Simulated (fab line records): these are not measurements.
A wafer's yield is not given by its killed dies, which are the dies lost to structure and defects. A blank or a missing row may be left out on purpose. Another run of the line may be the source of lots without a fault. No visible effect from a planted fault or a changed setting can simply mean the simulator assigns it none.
Which tool was responsible? :: flow gf180mcu :: Sampling: 12 lots, 36 wafers, 4 of 602 route steps

WHAT EACH GAUGE READ, for each wafer
GF_HV_LDD_CD_MEAS_07 targets a cd of 400 nm.
lot: L368
measured: day 10 00:35
on: cd_sem-02
cd_nm (nm): 401.7 400.4 403.0

lot: L372
measured: day 11 07:20
on: cd_sem-01
cd_nm (nm): 398.1 399.9 400.9

lot: L374
measured: day 11 18:18
on: cd_sem-02
cd_nm (nm): 404.1 404.1 403.6

lot: L377
measured: day 12 16:41
on: cd_sem-01
cd_nm (nm): - - -

lot: L378
measured: day 13 04:45
on: cd_sem-02
cd_nm (nm): - - -

lot: L379
measured: day 13 13:38
on: cd_sem-01
cd_nm (nm): 397.9 399.1 399.2

lot: L380
measured: day 14 09:39
on: cd_sem-01
cd_nm (nm): 399.7 400.3 402.3

lot: L386
measured: day 15 21:17
on: cd_sem-01
cd_nm (nm): 397.1 394.7 396.2

lot: L388
measured: day 16 06:12
on: cd_sem-02
cd_nm (nm): 400.9 400.9 401.5

lot: L389
measured: day 16 11:49
on: cd_sem-01
cd_nm (nm): 404.0 400.0 401.8

lot: L390
measured: day 17 03:31
on: cd_sem-01
cd_nm (nm): 397.3 399.7 398.5

lot: L391
measured: day 17 07:45
on: cd_sem-01
cd_nm (nm): 399.8 400.2 400.0

GF_HV_LDD_TW_MEAS_23.
lot: L368
measured: day 10 19:08
on: film_metro-01
HV_LDD_2_TW: 1065 1066 1072

lot: L372
measured: day 12 02:44
on: film_metro-02
HV_LDD_2_TW: 1046 1048 1046

lot: L374
measured: day 12 13:48
on: film_metro-01
HV_LDD_2_TW: 1066 1057 1061

lot: L377
measured: day 13 13:28
on: film_metro-03
HV_LDD_2_TW: 2485 2471 2474

lot: L378
measured: day 14 01:30
on: film_metro-01
HV_LDD_2_TW: 2458 2475 2457

lot: L379
measured: day 14 10:23
on: film_metro-02
HV_LDD_2_TW: 1050 1046 1048

lot: L380
measured: day 15 08:24
on: film_metro-03
HV_LDD_2_TW: 1068 1064 1067

lot: L386
measured: day 16 19:32
on: film_metro-03
HV_LDD_2_TW: 1067 1066 1071

lot: L388
measured: day 17 04:56
on: film_metro-02
HV_LDD_2_TW: 1047 1050 1052

lot: L389
measured: day 17 11:40
on: film_metro-02
HV_LDD_2_TW: 1045 1054 1049

lot: L390
measured: day 18 02:55
on: film_metro-02
HV_LDD_2_TW: 1050 1048 1046

lot: L391
measured: day 18 08:08
on: film_metro-01
HV_LDD_2_TW: 1070 1075 1073

GF_HV_LDD_TW_MEAS_38.
lot: L368
measured: day 11 14:20
on: film_metro-03
HV_LDD_3_TW: 1447 1450 1450

lot: L372
measured: day 12 22:45
on: film_metro-01
HV_LDD_3_TW: 1443 1447 1440

lot: L374
measured: day 13 10:40
on: film_metro-03
HV_LDD_3_TW: 1444 1442 1442

lot: L377
measured: day 14 10:13
on: film_metro-03
HV_LDD_3_TW: 2585 2587 2586

lot: L378
measured: day 14 23:11
on: film_metro-02
HV_LDD_3_TW: 2538 2530 2527

lot: L379
measured: day 15 08:32
on: film_metro-02
HV_LDD_3_TW: 1425 1428 1437

lot: L380
measured: day 16 06:46
on: film_metro-02
HV_LDD_3_TW: 1424 1419 1428

lot: L386
measured: day 17 19:23
on: film_metro-03
HV_LDD_3_TW: 1444 1451 1447

lot: L388
measured: day 18 04:39
on: film_metro-01
HV_LDD_3_TW: 1461 1457 1456

lot: L389
measured: day 18 11:22
on: film_metro-03
HV_LDD_3_TW: 1449 1447 1448

lot: L390
measured: day 19 03:37
on: film_metro-01
HV_LDD_3_TW: 1447 1450 1443

lot: L391
measured: day 19 09:29
on: film_metro-02
HV_LDD_3_TW: 1432 1427 1423

WHAT TOOL EACH LOT RAN ON (gives the tool, then ch and the chambers of the sampled wafers, and finally the start)
lot: L368
GF_HV_LDD_COAT_02: litho_track-02 ch 0, day 9 15:24

lot: L372
GF_HV_LDD_COAT_02: litho_track-03 ch 0, day 10 21:53

lot: L374
GF_HV_LDD_COAT_02: litho_track-02 ch 0, day 11 08:43

lot: L377
GF_HV_LDD_COAT_02: litho_track-01, day 12 06:48

lot: L378
GF_HV_LDD_COAT_02: litho_track-03, day 12 18:05

lot: L379
GF_HV_LDD_COAT_02: litho_track-02 ch 0, day 13 03:39

lot: L380
GF_HV_LDD_COAT_02: litho_track-02 ch 0, day 13 23:12

lot: L386
GF_HV_LDD_COAT_02: litho_track-02 ch 0, day 15 10:30

lot: L388
GF_HV_LDD_COAT_02: litho_track-01 ch 0, day 15 18:51

lot: L389
GF_HV_LDD_COAT_02: litho_track-03 ch 0, day 16 00:43

lot: L390
GF_HV_LDD_COAT_02: litho_track-02 ch 0, day 16 15:57

lot: L391
GF_HV_LDD_COAT_02: litho_track-03 ch 0, day 16 20:11
- GF_HV_LDD_COAT_02: resist thk 1000 nm.

WHAT THE TOOLS THEMSELVES READ (means of the sampled wafers that have a number; where no wafer has one, the mark that the record gives instead)
GF_HV_LDD_COAT_02.
lot: L368
tool: litho_track-02
chill_plate_temp_C (C): 23.16
dispense_pressure_kPa (kPa): 53

lot: L372
tool: litho_track-03
chill_plate_temp_C (C): 23.09
dispense_pressure_kPa (kPa): 45

lot: L374
tool: litho_track-02
chill_plate_temp_C (C): 23.11
dispense_pressure_kPa (kPa): 54

lot: L377
tool: litho_track-01
chill_plate_temp_C (C): -
dispense_pressure_kPa (kPa): -

lot: L378
tool: litho_track-03
chill_plate_temp_C (C): -
dispense_pressure_kPa (kPa): -

lot: L379
tool: litho_track-02
chill_plate_temp_C (C): 23.13
dispense_pressure_kPa (kPa): 53

lot: L380
tool: litho_track-02
chill_plate_temp_C (C): 22.97
dispense_pressure_kPa (kPa): 54

lot: L386
tool: litho_track-02
chill_plate_temp_C (C): 23.01
dispense_pressure_kPa (kPa): 54

lot: L388
tool: litho_track-01
chill_plate_temp_C (C): 23.06
dispense_pressure_kPa (kPa): 50

lot: L389
tool: litho_track-03
chill_plate_temp_C (C): 23.01
dispense_pressure_kPa (kPa): 45

lot: L390
tool: litho_track-02
chill_plate_temp_C (C): 22.98
dispense_pressure_kPa (kPa): 54

lot: L391
tool: litho_track-03
chill_plate_temp_C (C): 22.97
dispense_pressure_kPa (kPa): 45

THE ANSWER, worked out from the rows above alone
Rule: usual is defined by the lots themselves. The widest of any qualifying gaps counts: lots, ordered by their means at a reading, are off when they make up no more than a third of the lots, leave a main group of 4 or more, and stand apart from it by 3 or more times the standard deviation of that group's means. A main group whose means are all the same, to the digits that the tables above print for the reading, isn't used. A lot without any number at a reading at which 4 lots or more have one is off too. The other lots that the step has rows for count as sound. The gauges are gone through in route order, then the tools' own readings, and for those a lot's mean is taken as printed above. The first step at which some lot is off is used, and at that step the reading that is off furthest; a lot without a number counts as furthest.
Off: L377, L378, at GF_HV_LDD_CD_MEAS_07 (cd_nm). Without a number there: L377, L378. Main group: mean 400.2 nm, sd 2.1.
If a tool, at a process step before that reading, ran all the lots that are off and no sound lot after the first of them, it fits. The gauges at GF_HV_LDD_CD_MEAS_07 aren't tried: what is off there is off at GF_HV_LDD_TW_MEAS_23 too, on other tools, and a gauge's error can't cause that. No candidate that was tried fits.

WHAT THE SIMULATOR HAD INSERTED
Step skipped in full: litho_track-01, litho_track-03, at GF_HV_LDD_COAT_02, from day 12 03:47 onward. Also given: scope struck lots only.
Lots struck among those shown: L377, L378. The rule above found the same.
